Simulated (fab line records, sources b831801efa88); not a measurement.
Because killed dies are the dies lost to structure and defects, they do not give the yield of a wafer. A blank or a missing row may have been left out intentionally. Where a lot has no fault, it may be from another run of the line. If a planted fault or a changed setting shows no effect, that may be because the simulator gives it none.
fab line records	flow sky130
record: lots: 5	wafers: 15	last-day: 50
route steps=708 shown VIA3@591 METAL4@598 CAP2M@603 PAD_OPEN@708
lots untouched by any fault: they come from a run of this same line in which no faults occurred
start-h: start of the lot's first displayed wafer, in hours after the record's first day	wait-h: hours since the lot's step before	" the same as in the row above	L1.1+2: a single row standing in for several wafers	- no value, or no start was given	* or withheld: withheld	< > ~ a bound
route shown NAME@n: names a module that has steps shown in the file, with the first one's number in the route	usual: mean and standard deviation over wafers with no fault	same: alike in all rows	chamber/n: place in a boat	sites: readings site by site	_std_site: the standard deviation of these	_edge_site: inner sites' mean taken away from outer sites' mean	radius-mm: for every site, how far away it sits from the centre of the wafer	mask NAME#n: copy n	behind: the tool/chamber that last shaped the wafer	hold: the reason the lot was held/the length of the hold in hours/how it ended	device: which transistor (n, p or np) failed to switch	end of line: at the end of the route, the tests of the same wafers	where a step has no rows: the recipe by itself	killed: not the wafer's yield, but the dies lost to structure and defects at the first sort	map: dies across one wafer; x = killed, . = not, _ = none there
set.NAME: the run value of the setting; set.NAME@STEP: its run value at that earlier step	model.NAME: the simulator's own value behind a step, which no gauge read
lots seen at some steps along the route; tables by step, rows by wafer
services: when a tool's chamber went out of use (start-h, in hours from the record's first day, below 0 if earlier), for how many hours, and the reason
== steps ==
step: SKY_VIA3_CLEAN_18
recipe: chemistry: IPA	time-s: 180	temp-c: 25
step: SKY_VIA3_CLEAN_19
recipe: chemistry: O3/DIW	dry: n2-spin
step: SKY_VIA3_SPUTTER_20
recipe: material: TiN	target-thk-nm: 20	chamber-pressure-pa: 5	power-w: 4000	time-s: 80
step: SKY_VIA3_CVD_21
recipe: material: W	target-thk-nm: 390	time-s: 117.31	temp-c: 400	pressure-torr: 40
step: SKY_VIA3_RS_MEAS_22
recipe: thk-meas-gauge: four-point-probe	reads: W_of_VIA3_CVD_21+TiN_of_VIA3_SPUTTER_20
usual: VIA3_W_RS: 0.296/0.0042
lot.wafer	tool	chamber	start-h	wait-h	VIA3_W_RS[ohm/sq]
L408.2	film-metro-03	-	1004.08	0.1	0.295
L408.4	"	-	"	"	0.295
L408.5	"	-	"	"	0.290
L416.3	film-metro-01	-	1054.54	0.1	0.300
L416.4	"	-	"	"	0.294
L416.6	"	-	"	"	0.303
L417.2	film-metro-02	-	1059.71	0.1	0.302
L417.3	"	-	"	"	0.300
L417.6	"	-	"	"	0.303
L421.1	film-metro-03	-	1076.96	0.1	0.295
L421.2	"	-	"	"	0.303
L421.6	"	-	"	"	0.297
L422.3	film-metro-03	-	1081.35	0.1	0.293
L422.4	"	-	"	"	0.299
L422.6	"	-	"	"	0.292
step: SKY_VIA3_THK_MEAS_23
recipe: thk-meas-gauge: xrf	reads: W_of_VIA3_CVD_21
usual: VIA3_W_THK: 391/6.5
lot.wafer	tool	chamber	start-h	wait-h	VIA3_W_THK[nm]
L408.2	film-metro-03	-	1004.19	0.1	397
L408.4	"	-	"	"	395
L408.5	"	-	"	"	406
L416.3	film-metro-01	-	1054.64	0.1	388
L416.4	"	-	"	"	394
L416.6	"	-	"	"	384
L417.2	film-metro-02	-	1059.82	0.1	386
L417.3	"	-	"	"	387
L417.6	"	-	"	"	386
L421.1	film-metro-03	-	1077.08	0.1	395
L421.2	"	-	"	"	387
L421.6	"	-	"	"	392
L422.3	film-metro-03	-	1081.45	0.1	398
L422.4	"	-	"	"	388
L422.6	"	-	"	"	396
step: SKY_VIA3_CMP_24
recipe: stop-on: SiO2	t-overpolish-s: 20	down-force-psi: 3.5	platen-rpm: 60	target-thk-nm: 0	pad-velocity-m-s: 0.94248
usual: motor-current-A: 11.2/0.9	overpolish-run-s: 19.999/0.0098	platen-rpm: 60.00/0.04	time-to-endpoint-s: 94/3.9
lot.wafer	tool	chamber	start-h	wait-h	motor-current-A	overpolish-run-s	platen-rpm	time-to-endpoint-s
L408.2	cmp-01	2	1004.24	0.0	10.8	20.020	59.96	89
L408.4	"	0	"	"	9.9	19.995	59.95	88
L408.5	"	3	"	"	12.1	19.990	60.00	95
L416.4	cmp-01	2	1054.88	0.2	11.5	19.992	59.96	98
L416.3	"	1	"	"	11.3	19.990	59.97	93
L416.6	"	3	"	"	11.8	20.001	60.02	97
L417.3	cmp-01	2	1060.03	0.2	11.3	20.015	59.96	91
L417.2	"	3	"	"	11.6	20.002	60.00	94
L417.6	"	1	"	"	10.3	19.999	60.00	91
L421.2	cmp-01	1	1077.24	0.1	10.6	19.987	59.98	89
L421.1	"	2	"	"	11.4	19.983	59.95	90
L421.6	"	3	"	"	11.9	19.996	60.02	89
L422.4	cmp-01	0	1081.49	0.0	9.7	19.992	59.96	95
L422.3	"	2	"	"	11.2	20.001	60.05	98
L422.6	"	0	"	"	9.7	20.002	60.02	96
step: SKY_METAL4_SPUTTER_00
recipe: material: Ti	target-thk-nm: 15	power-w: 3000	time-s: 10	chamber-pressure-pa: 0.4
step: SKY_METAL4_SPUTTER_01
recipe: material: TiN	target-thk-nm: 20	power-w: 6500	time-s: 16.7	chamber-pressure-pa: 0.4
step: SKY_METAL4_SPUTTER_02
recipe: material: AlCu	target-thk-nm: 735	power-w: 10600	time-s: 39.1	chamber-pressure-pa: 0.4
step: SKY_METAL4_SPUTTER_03
recipe: material: Ti	target-thk-nm: 5	power-w: 3000	time-s: 3.3	chamber-pressure-pa: 0.4
step: SKY_METAL4_SPUTTER_04
recipe: material: TiN	target-thk-nm: 70	power-w: 6500	time-s: 58.3	chamber-pressure-pa: 0.4
usual: throttle-valve-pct: 29.7/1.2
lot.wafer	tool	chamber	start-h	wait-h	throttle-valve-pct
L408.2	pvd-sputter-01	-	1004.64	0.0	29.2
L408.4	"	-	"	"	31.7
L408.5	"	-	"	"	29.2
L416.3	pvd-sputter-01	-	1055.28	0.0	28.7
L416.4	"	-	"	"	31.4
L416.6	"	-	"	"	31.1
L417.2	pvd-sputter-01	-	1060.39	0.0	31.3
L417.3	"	-	"	"	29.3
L417.6	"	-	"	"	29.0
L421.1	pvd-sputter-03	-	1077.54	0.0	27.8
L421.2	"	-	"	"	29.5
L421.6	"	-	"	"	27.9
L422.3	pvd-sputter-03	-	1081.90	0.0	27.9
L422.4	"	-	"	"	28.5
L422.6	"	-	"	"	30.2
step: SKY_CAP2M_CVD_00
recipe: material: SiO2	target-thk-nm: 15.5	temp-c: 400	time-s: withheld	rf-w: 450
usual: heater-power-w: 674/86
lot.wafer	tool	chamber	start-h	wait-h	heater-power-w	model.SiO2_of_CAP2M_CVD_00.thk-nm
L408.2	pecvd-01	2	1004.69	0.0	623	15.28
L408.4	"	0	"	"	756	14.69
L408.5	"	2	"	"	631	14.72
L416.3	pecvd-03	1	1055.33	0.0	635	15.47
L416.4	"	1	"	"	615	15.68
L416.6	"	0	"	"	575	15.35
L417.2	pecvd-03	1	1060.44	0.0	745	15.46
L417.3	"	0	"	"	635	14.98
L417.6	"	0	"	"	628	15.34
L421.1	pecvd-01	0	1077.59	0.0	633	15.53
L421.2	"	2	"	"	594	15.57
L421.6	"	0	"	"	648	15.53
L422.3	pecvd-03	2	1081.95	0.0	670	14.88
L422.4	"	1	"	"	715	15.5
L422.6	"	0	"	"	628	14.97
step: SKY_CAP2M_THK_MEAS_01
recipe: reads: SiO2_of_CAP2M_CVD_00
usual: CAP2M_CVD_00_THK: 15.48/0.29
lot.wafer	tool	chamber	start-h	wait-h	CAP2M_CVD_00_THK[nm]
L408.2	film-metro-04	-	1004.73	-	15.29
L408.4	"	-	"	"	14.74
L408.5	"	-	"	"	14.74
L416.3	film-metro-02	-	1055.37	-	15.47
L416.4	"	-	"	"	15.69
L416.6	"	-	"	"	15.38
L417.2	film-metro-02	-	1060.47	-	15.45
L417.3	"	-	"	"	14.93
L417.6	"	-	"	"	15.35
L421.1	film-metro-04	-	1077.61	-	15.54
L421.2	"	-	"	"	15.56
L421.6	"	-	"	"	15.53
L422.3	film-metro-02	-	1081.99	-	14.86
L422.4	"	-	"	"	15.52
L422.6	"	-	"	"	14.99
step: SKY_CAP2M_SPUTTER_02
recipe: material: TiN	target-thk-nm: 200	temp-c: 300	power-w: 6500	time-s: 166.7	chamber-pressure-pa: 0.4
step: SKY_CAP2M_RS_MEAS_03
recipe: thk-meas-gauge: four-point-probe	reads: TiN_of_CAP2M_SPUTTER_02
usual: CAP2M_TIN_RS: 6.89/0.072
lot.wafer	tool	chamber	start-h	wait-h	CAP2M_TIN_RS[ohm/sq]
L408.2	film-metro-02	-	1004.91	0.1	7.01
L408.4	"	-	"	"	7.12
L408.5	"	-	"	"	7.08
L416.3	film-metro-02	-	1055.56	0.1	6.96
L416.4	"	-	"	"	6.90
L416.6	"	-	"	"	6.93
L417.2	film-metro-03	-	1060.65	0.1	6.85
L417.3	"	-	"	"	6.93
L417.6	"	-	"	"	6.95
L421.1	film-metro-03	-	1077.78	0.1	6.85
L421.2	"	-	"	"	6.91
L421.6	"	-	"	"	6.89
L422.3	film-metro-04	-	1082.18	0.1	6.83
L422.4	"	-	"	"	6.94
L422.6	"	-	"	"	6.85
step: SKY_CAP2M_THK_MEAS_04
recipe: thk-meas-gauge: xrf	reads: TiN_of_CAP2M_SPUTTER_02
usual: CAP2M_TIN_THK: 199.0/2.5
lot.wafer	tool	chamber	start-h	wait-h	CAP2M_TIN_THK[nm]
L408.2	film-metro-02	-	1005.02	0.1	197.0
L408.4	"	-	"	"	193.7
L408.5	"	-	"	"	193.9
L416.3	film-metro-02	-	1055.66	0.1	197.3
L416.4	"	-	"	"	198.3
L416.6	"	-	"	"	198.1
L417.2	film-metro-03	-	1060.76	0.1	202.4
L417.3	"	-	"	"	199.6
L417.6	"	-	"	"	199.4
L421.1	film-metro-03	-	1077.90	0.1	202.3
L421.2	"	-	"	"	200.7
L421.6	"	-	"	"	200.1
L422.3	film-metro-04	-	1082.28	0.1	198.9
L422.4	"	-	"	"	195.7
L422.6	"	-	"	"	198.1
step: SKY_CAP2M_DEHYDRATE_05
recipe: temp-c: 200	time-s: 60
step: SKY_CAP2M_HMDS_06
recipe: prime-time-s: 60	prime-temp-c: 120
step: SKY_CAP2M_COAT_07
recipe: resist: NOVOLAK	spin-rpm: 3000	resist-thk-nm: 1140
step: SKY_CAP2M_SOFTBAKE_08
recipe: temp-c: 90	time-s: 60	resist: NOVOLAK
step: SKY_CAP2M_EXPOSE_09
recipe: mask-id: CAP2M	na: 0.6	source-shape: conventional	sigma-outer: 0.6	polarization: unpolarized	target-cd-nm: 1000	dose-mj: 159
step: SKY_CAP2M_PEB_10
recipe: temp-c: withheld	time-s: *	resist: NOVOLAK
step: SKY_CAP2M_DEVELOP_11
recipe: resist: NOVOLAK	developer: TMAH	develop-time-s: 60	dev-temp-c: 23
step: SKY_CAP2M_OVL_MEAS_12
usual: CAP2M_OVL: 0.2/1.4
lot.wafer	tool	chamber	start-h	wait-h	CAP2M_OVL[nm]
L408.2	overlay-01	-	1027.31	0.1	1.7
L408.4	"	-	"	"	0.3
L408.5	"	-	"	"	1.0
L416.3	overlay-01	-	1076.86	0.1	-0.2
L416.4	"	-	"	"	0.1
L416.6	"	-	"	"	0.5
L417.2	overlay-02	-	1082.12	0.1	2.0
L417.3	"	-	"	"	1.6
L417.6	"	-	"	"	1.5
L421.1	overlay-01	-	1098.67	0.1	-1.2
L421.2	"	-	"	"	0.2
L421.6	"	-	"	"	-1.5
L422.3	overlay-01	-	1102.92	0.1	2.4
L422.4	"	-	"	"	2.5
L422.6	"	-	"	"	1.7
step: SKY_CAP2M_METAL_ETCH_13
recipe: target-depth-nm: 220	stop-on: SiO2	chemistry: Cl2/BCl3	target: TiN	pressure-mtorr: 10	icp-w: 900	bias-w: 48.5	Cl2_flow_sccm: 60	bcl3-flow-sccm: 30	time-s: 62.9
usual: drypump-motor-current-A: 5.8/0.49	oes-product-au: 0.943/0.0075	throttle-valve-pct: 21.900/0.0092
lot.wafer	tool	chamber	start-h	wait-h	drypump-motor-current-A	oes-product-au	rf-hours-counter-h	throttle-valve-pct
L408.2	rie-metal-01	0	1027.36	0.0	5.7	0.936	-	21.911
L408.4	"	0	"	"	5.7	0.927	-	21.900
L408.5	"	0	"	"	5.7	0.928	-	21.911
L416.3	rie-metal-03	1	1076.91	0.0	6.0	0.931	-	21.903
L416.4	"	0	"	"	5.9	0.945	-	21.884
L416.6	"	0	"	"	5.8	0.934	-	21.901
L417.2	rie-metal-01	0	1082.15	0.0	5.8	0.943	18	21.884
L417.3	"	1	"	"	6.0	0.938	-	21.898
L417.6	"	0	"	"	5.8	0.944	-	21.906
L421.1	rie-metal-04	1	1098.70	0.0	6.5	0.952	17	21.898
L421.2	"	0	"	"	5.0	0.941	23	21.905
L421.6	"	1	"	"	6.5	0.948	-	21.908
L422.3	rie-metal-03	1	1102.97	0.0	6.0	0.943	-	21.898
L422.4	"	0	"	"	5.9	0.931	-	21.906
L422.6	"	1	"	"	6.0	0.946	-	21.904
step: SKY_CAP2M_STRIP_14
recipe: chemistry: O2/N2	power-w: 1400	pressure-mtorr: 1500	platen-temp-c: withheld	o2-flow-sccm: 3000	n2-flow-sccm: 300	overash-fraction: 0.5
step: SKY_CAP2M_STRIP_15
recipe: chemistry: post-etch-residue-remover	time-s: 1200	temp-c: 72.5
step: SKY_CAP2M_CLEAN_16
recipe: chemistry: IPA	time-s: 180	temp-c: 25
step: SKY_CAP2M_CLEAN_17
recipe: chemistry: O3/DIW	dry: n2-spin
step: SKY_METAL4_DEHYDRATE_05
recipe: temp-c: 200	time-s: 60
step: SKY_METAL4_HMDS_06
recipe: prime-time-s: 60	prime-temp-c: 120
step: SKY_METAL4_COAT_07
recipe: resist: BARC	temp-c: withheld	time-s: withheld	spin-rpm: 3000	resist-thk-nm: 60
step: SKY_METAL4_COAT_08
recipe: resist: KrF-thick	spin-rpm: 3000	resist-thk-nm: 1140
step: SKY_METAL4_SOFTBAKE_09
recipe: temp-c: 100	time-s: 90	resist: KrF-thick
step: SKY_METAL4_EXPOSE_10
recipe: mask-id: MM4	na: 0.68	source-shape: annular	sigma-inner: 0.4	sigma-outer: 0.8	target-cd-nm: 300	dose-mj: 28
step: SKY_METAL4_PEB_11
recipe: peb-temp-c: withheld	peb-time-s: withheld	resist: KrF-thick
step: SKY_METAL4_DEVELOP_12
recipe: develop-time-s: 60	resist: KrF-thick	dev-temp-c: 21
step: SKY_METAL4_CD_MEAS_13
recipe: target-cd-nm: 300
usual: cd-nm: 299.7/1.7
lot.wafer	tool	chamber	start-h	wait-h	cd-nm
L408.2	cd-sem-02	-	1049.99	-	301.7
L408.4	"	-	"	"	300.5
L408.5	"	-	"	"	299.6
L416.3	cd-sem-01	-	1098.41	-	298.2
L416.4	"	-	"	"	298.3
L416.6	"	-	"	"	297.7
L417.2	cd-sem-01	-	1103.69	-	297.7
L417.3	"	-	"	"	298.8
L417.6	"	-	"	"	297.3
L421.1	cd-sem-01	-	1118.85	-	299.0
L421.2	"	-	"	"	299.7
L421.6	"	-	"	"	298.9
L422.3	cd-sem-02	-	1123.19	-	300.4
L422.4	"	-	"	"	299.5
L422.6	"	-	"	"	299.1
step: SKY_METAL4_OVL_MEAS_14
usual: METAL4_OVL: 1/6.7
lot.wafer	tool	chamber	start-h	wait-h	METAL4_OVL[nm]
L408.2	overlay-01	-	1050.10	0.1	-7
L408.4	"	-	"	"	-6
L408.5	"	-	"	"	-8
L416.3	overlay-02	-	1098.50	0.1	2
L416.4	"	-	"	"	12
L416.6	"	-	"	"	6
L417.2	overlay-02	-	1103.79	0.1	8
L417.3	"	-	"	"	5
L417.6	"	-	"	"	3
L421.1	overlay-02	-	1118.97	0.1	8
L421.2	"	-	"	"	-5
L421.6	"	-	"	"	9
L422.3	overlay-02	-	1123.28	0.1	8
L422.4	"	-	"	"	0
L422.6	"	-	"	"	-4
step: SKY_METAL4_DESCUM_15
recipe: chemistry: O2	source-power-w: 150	bias-power-w: 0	pressure-mtorr: 10	temp-c: 40	time-s: 8
usual: drypump-motor-current-A: 5.9/0.47	oes-product-au: 1.002/0.013
lot.wafer	tool	chamber	start-h	wait-h	drypump-motor-current-A	oes-product-au	rf-hours-counter-h
L408.2	rie-metal-03	1	1050.13	0.0	6.0	0.990	22
L408.4	"	1	"	"	6.0	0.999	-
L408.5	"	1	"	"	6.0	0.986	-
L416.3	rie-metal-03	0	1098.55	0.0	5.8	1.005	-
L416.4	"	0	"	"	5.9	0.995	-
L416.6	"	0	"	"	5.8	0.999	-
L417.2	rie-metal-03	0	1103.82	0.0	5.8	0.996	20
L417.3	"	0	"	"	5.8	0.996	-
L417.6	"	1	"	"	6.0	0.993	-
L421.1	rie-metal-04	1	1119.01	0.0	6.5	0.997	18
L421.2	"	0	"	"	5.0	1.009	24
L421.6	"	0	"	"	5.0	1.007	-
L422.3	rie-metal-03	1	1123.32	0.0	6.0	0.994	-
L422.4	"	0	"	"	5.8	0.997	-
L422.6	"	1	"	"	6.0	0.995	-
step: SKY_METAL4_ETCH_16
recipe: chemistry: N2/H2	target: BARC	ion-energy-ev: 195.5	bias-w: 100	pressure-mtorr: 30	n2-flow-sccm: 100	h2-flow-sccm: 200	icp-w: 500	stop-on: SiO2	time-s: 88.2	target-depth-a: 600
usual: drypump-motor-current-A: 5.9/0.48	oes-product-au: 0.625/0.0046	throttle-valve-pct: 13.205/0.0091
lot.wafer	tool	chamber	start-h	wait-h	drypump-motor-current-A	oes-product-au	rf-hours-counter-h	throttle-valve-pct
L408.2	rie-metal-03	1	1050.16	0.0	6.0	0.632	22	13.199
L408.4	"	1	"	"	6.0	0.625	-	13.208
L408.5	"	1	"	"	6.0	0.625	-	13.207
L416.3	rie-metal-03	0	1098.65	0.1	5.8	0.631	-	13.202
L416.4	"	0	"	"	5.8	0.622	-	13.204
L416.6	"	0	"	"	5.8	0.623	-	13.217
L417.2	rie-metal-03	0	1103.86	0.0	5.8	0.615	20	13.206
L417.3	"	0	"	"	5.9	0.626	-	13.205
L417.6	"	1	"	"	6.0	0.624	-	13.211
L421.1	rie-metal-04	1	1119.04	0.0	6.5	0.636	18	13.200
L421.2	"	0	"	"	5.0	0.616	24	13.196
L421.6	"	0	"	"	5.0	0.624	-	13.191
L422.3	rie-metal-03	1	1123.37	0.0	6.0	0.628	-	13.206
L422.4	"	0	"	"	5.9	0.627	-	13.198
L422.6	"	1	"	"	6.0	0.629	-	13.214
step: SKY_METAL4_ETCH_17
recipe: target: SiO2	stop-on: TiN	chemistry: C4F8/O2/Ar	source-w: 1500	bias-w: 1200	pressure-mtorr: 40	c4f8-flow-sccm: withheld	O2_flow_sccm: 6	Ar_flow_sccm: 300	time-s: 3.9	target-depth-a: 150
usual: oes-product-au: 0.754/0.008
lot.wafer	tool	chamber	start-h	wait-h	oes-product-au	rf-hours-counter-h	model.etch.depth-nm
L408.2	rie-diel-02	0	1050.26	0.1	0.746	19	15.28
L408.4	"	1	"	"	0.735	6	14.69
L408.5	"	0	"	"	0.735	-	14.72
L416.3	rie-diel-03	2	1098.79	0.1	0.766	12	15.47
L416.4	"	0	"	"	0.759	18	15.68
L416.6	"	3	"	"	0.752	-	15.35
L417.2	rie-diel-02	1	1103.95	0.1	0.753	8	15.46
L417.3	"	0	"	"	0.741	21	14.98
L417.6	"	0	"	"	0.751	-	15.34
L421.1	rie-diel-01	2	1119.14	0.1	0.760	25	15.53
L421.2	"	0	"	"	0.756	17	15.57
L421.6	"	2	"	"	0.759	-	15.53
L422.3	rie-diel-03	0	1123.44	0.0	0.743	19	14.88
L422.4	"	1	"	"	0.758	18	15.5
L422.6	"	0	"	"	0.742	-	14.97
step: SKY_PAD_OPEN_PROBE_99
usual: defect-limited-yield: 82.4/1.9	killed_at_M0_to_M3: 44/6.5	killed_at_M4_up: 3.0/1.5	killed-at-contacts: 25/5.1	killed-at-front-end: 14/4.1	killed-at-other: 0.3/0.57	killed-dies: 87/9.5	killed-open: 48/6.8	killed-short: 39/6.2	sort_bin_3_pad_short: 0.8/0.42	sort_bin_5_function: 10.4/1.4	sort_bin_6_memory: 6.3/1.2	sort-n-pass: 405/9.5	sort-yield-pct: 82.4/1.9
same: gross-dies: 492	killed-at-back-side: 0	sort_bin_4_leakage[%]: 0	sort_bin_8_speed[%]: 0
lot.wafer	tool	chamber	start-h	wait-h	defect-limited-yield[%]	killed_at_M0_to_M3	killed_at_M4_up	killed-at-contacts	killed-at-front-end	killed-at-other	killed-dies	killed-open	killed-short	sort_bin_3_pad_short[%]	sort_bin_5_function[%]	sort_bin_6_memory[%]	sort-n-pass	sort-yield-pct[%]	model.etest.cap-mim2.bv-v	model.etest.cap-mim2.leak-log10-a-cm2	model.etest.cap-mim2.c-ff-um2
L408.2	prober-01	-	1136.58	0.1	84.6	39	2	19	16	0	76	41	35	1.2	9.1	5.1	416	84.6	13.46	-8.86	2.393
L408.4	prober-01	-	1136.68	0.2	84.3	36	2	27	12	0	77	50	27	0.8	9.6	5.3	415	84.3	13.13	-8.702	2.487
L408.5	prober-01	-	1136.73	0.2	80.9	59	5	23	7	0	94	46	48	1.6	11.2	6.3	398	80.9	13.25	-8.618	2.485
L416.3	prober-01	-	1179.83	0.2	81.3	39	2	31	19	1	92	51	41	1.0	12.4	5.3	400	81.3	13.99	-8.984	2.351
L416.4	prober-01	-	1179.88	0.2	82.7	40	4	26	15	0	85	48	35	1.0	10.6	5.7	407	82.7	13.56	-9.129	2.321
L416.6	prober-01	-	1179.98	0.2	82.7	37	3	24	19	2	85	43	39	1.0	10.8	5.5	407	82.7	13.77	-8.994	2.381
L417.2	prober-01	-	1186.16	0.1	85.4	28	3	28	13	0	72	44	28	0.8	8.3	5.5	420	85.4	13.62	-9.022	2.342
L417.3	prober-01	-	1186.21	0.2	85.0	40	2	19	13	0	74	42	32	0.6	10.0	4.5	418	85.0	12.81	-8.682	2.408
L417.6	prober-01	-	1186.36	0.2	82.9	47	3	24	10	0	84	40	44	1.0	11.0	5.1	408	82.9	13.74	-8.87	2.4
L421.1	prober-01	-	1195.67	0.1	80.1	54	3	23	17	1	98	54	44	1.6	10.4	7.9	394	80.1	13.46	-8.917	2.328
L421.2	prober-01	-	1195.72	0.1	83.3	44	2	22	13	1	82	55	27	0.2	8.9	7.5	410	83.3	14.02	-8.947	2.336
L421.6	prober-01	-	1195.92	0.2	80.3	45	4	33	15	0	97	54	43	1.0	11.6	7.1	395	80.3	13.61	-8.955	2.318
L422.3	prober-01	-	1200.20	0.2	79.9	51	1	32	15	0	99	48	51	0.4	12.4	7.3	393	79.9	13.25	-8.899	2.45
L422.4	prober-01	-	1200.25	0.2	85.0	46	2	23	3	0	74	40	34	0.2	9.1	5.7	418	85.0	14.11	-9.169	2.35
L422.6	prober-01	-	1200.35	0.2	80.9	50	4	30	10	0	94	55	39	0.6	10.8	7.7	398	80.9	13.53	-9.02	2.441
killed by level:class
L408.2 VIA1:geometric-particle:open=9 CONTACT:geometric-particle:open=7 FIELD_ISO:geometric-particle:open=6 VIA3:geometric-particle:open=6 VIA1:geometric-particle:short=6 VIA2:geometric-particle:open=5 LOCAL_INTERCONNECT:geometric-particle:short=4 METAL2:geometric-particle:short=4
L408.4 VIA1:geometric-particle:open=10 CONTACT:geometric-particle:open=9 VIA2:geometric-particle:open=8 LI_CONTACT:geometric-particle:open=7 VIA3:geometric-particle:open=6 LOCAL_INTERCONNECT:geometric-particle:short=5 METAL2:geometric-particle:short=5 FIELD_ISO:geometric-particle:open=4
L408.5 CONTACT:geometric-particle:open=11 VIA2:geometric-particle:open=11 VIA1:geometric-particle:open=10 VIA3:geometric-particle:open=10 METAL1:geometric-particle:short=7 METAL2:geometric-particle:short=6 VIA1:geometric-particle:short=6 VIA3:geometric-particle:short=5
L416.3 VIA1:geometric-particle:open=15 CONTACT:geometric-particle:open=14 FIELD_ISO:geometric-particle:open=5 LI_CONTACT:geometric-particle:open=5 LOCAL_INTERCONNECT:geometric-particle:short=5 VIA3:geometric-particle:short=5 METAL2:geometric-particle:short=5 FIELD_ISO:geometric-particle:short=4
L416.4 CONTACT:geometric-particle:open=12 LI_CONTACT:geometric-particle:open=8 VIA1:geometric-particle:open=8 VIA3:geometric-particle:open=7 FIELD_ISO:geometric-particle:short=5 METAL1:geometric-particle:short=5 VIA1:geometric-particle:short=5 VIA2:geometric-particle:open=4
L416.6 CONTACT:geometric-particle:open=8 VIA1:geometric-particle:open=8 CONTACT:geometric-particle:short=7 VIA2:geometric-particle:open=6 FIELD_ISO:geometric-particle:short=5 FIELD_ISO:geometric-particle:open=5 VIA1:geometric-particle:short=5 METAL2:geometric-particle:short=5
L417.2 LI_CONTACT:geometric-particle:open=12 CONTACT:geometric-particle:open=9 VIA2:geometric-particle:open=7 METAL1:geometric-particle:short=5 FIELD_ISO:geometric-particle:short=4 FIELD_ISO:geometric-particle:open=4 VIA1:geometric-particle:open=4 LI_CONTACT:geometric-particle:short=3
L417.3 LI_CONTACT:geometric-particle:open=10 METAL1:geometric-particle:short=8 METAL2:geometric-particle:short=7 VIA2:geometric-particle:open=7 VIA1:geometric-particle:open=6 CONTACT:geometric-particle:open=6 VIA1:geometric-particle:short=6 POLY_GATE:geometric-particle:open=4
L417.6 VIA1:geometric-particle:open=9 VIA1:geometric-particle:short=8 CONTACT:geometric-particle:open=8 VIA2:geometric-particle:open=8 METAL1:geometric-particle:short=7 LI_CONTACT:geometric-particle:open=5 CONTACT:geometric-particle:short=5 VIA3:geometric-particle:open=4
L421.1 VIA1:geometric-particle:open=17 VIA1:geometric-particle:short=10 LI_CONTACT:geometric-particle:open=9 CONTACT:geometric-particle:open=7 METAL1:geometric-particle:short=7 VIA2:geometric-particle:open=5 VIA3:geometric-particle:open=5 METAL2:geometric-particle:short=4
L421.2 VIA1:geometric-particle:open=16 CONTACT:geometric-particle:open=10 VIA2:geometric-particle:open=8 POLY_GATE:geometric-particle:open=5 LI_CONTACT:geometric-particle:open=5 METAL1:geometric-particle:short=5 VIA1:geometric-particle:short=5 LOCAL_INTERCONNECT:geometric-particle:short=4
L421.6 VIA1:geometric-particle:open=18 CONTACT:geometric-particle:open=10 LOCAL_INTERCONNECT:geometric-particle:short=8 CONTACT:geometric-particle:short=6 METAL2:geometric-particle:short=6 VIA1:geometric-particle:short=5 POLY_GATE:geometric-particle:open=4 LI_CONTACT:geometric-particle:open=4
L422.3 CONTACT:geometric-particle:open=10 VIA1:geometric-particle:open=10 CONTACT:geometric-particle:short=9 METAL2:geometric-particle:short=8 VIA3:geometric-particle:open=7 VIA3:geometric-particle:short=6 LI_CONTACT:geometric-particle:open=6 METAL1:geometric-particle:short=6
L422.4 VIA1:geometric-particle:open=10 CONTACT:geometric-particle:open=9 METAL2:geometric-particle:short=7 METAL1:geometric-particle:short=6 LI_CONTACT:geometric-particle:short=5 LI_CONTACT:geometric-particle:open=5 VIA3:geometric-particle:short=4 VIA2:geometric-particle:open=4
L422.6 CONTACT:geometric-particle:open=16 VIA1:geometric-particle:open=13 METAL2:geometric-particle:short=9 VIA1:geometric-particle:short=8 VIA3:geometric-particle:open=7 LI_CONTACT:geometric-particle:open=6 FIELD_ISO:geometric-particle:open=4 CONTACT:geometric-particle:short=4
== services ==
tool	chamber	start-h	hours	kind
rie-metal-03	0	987.79	3.1	repair
pecvd-01	0	988.60	7.7	repair
pecvd-03	2	990.54	18.5	repair
pecvd-03	0	993.78	15.8	repair
rie-diel-01	-	994.49	0.4	repair
rie-diel-01	2	1002.63	5.7	repair
rie-diel-01	-	1008.06	0.9	repair
rie-diel-01	1	1025.43	3.1	repair
rie-metal-04	-	1033.76	0.1	repair
rie-diel-03	1	1034.36	6.4	repair
rie-metal-01	-	1040.26	28.1	pm
cmp-01	-	1049.66	1.7	repair
rie-diel-02	1	1063.89	4.0	repair
pvd-sputter-01	-	1066.42	2.5	repair
rie-diel-03	-	1069.95	0.6	repair
cmp-01	-	1081.79	4.0	pm
rie-metal-03	1	1081.91	-	clean
rie-metal-03	1	1081.91	17.1	scheduled-down
rie-metal-03	1	1081.91	17.1	vent-cycle
cmp-01	-	1082.52	0.4	repair
rie-diel-02	3	1089.00	9.9	repair
rie-diel-02	-	1093.22	0.4	repair
rie-metal-01	-	1101.61	1.4	pm
rie-diel-02	2	1114.40	2.3	repair
== key ==
first-sign: step: SKY_CAP2M_THK_MEAS_01	reading: CAP2M_CVD_00_THK	direction: down	sigmas: 2.6	usual: 15.48	struck: 14.74
effect none on later readings
model-effect: step: SKY_CAP2M_CVD_00	value: SiO2_of_CAP2M_CVD_00.thk-nm	without: 15.62	struck: 14.71
model-effect: step: SKY_METAL4_ETCH_17	value: etch.depth-nm	without: 15.62	struck: 14.71
model-effect: step: SKY_PAD_OPEN_PROBE_99	value: etest.cap-mim2.bv-v	without: 14.01	struck: 13.19
met-at SKY_CAP2M_CVD_00
struck-wafers L408.4,L408.5
fault: kind: process-parameter-drift	tool: pecvd-01	chamber: -	onset-h: 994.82	steps: SKY_CAP2M_CVD_00	channel: target-thk-nm	offset: -0.91024	shape: step	end-h: 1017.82	scope: struck-wafers-only	acts-in: these-recipes-only	stated: 15.5
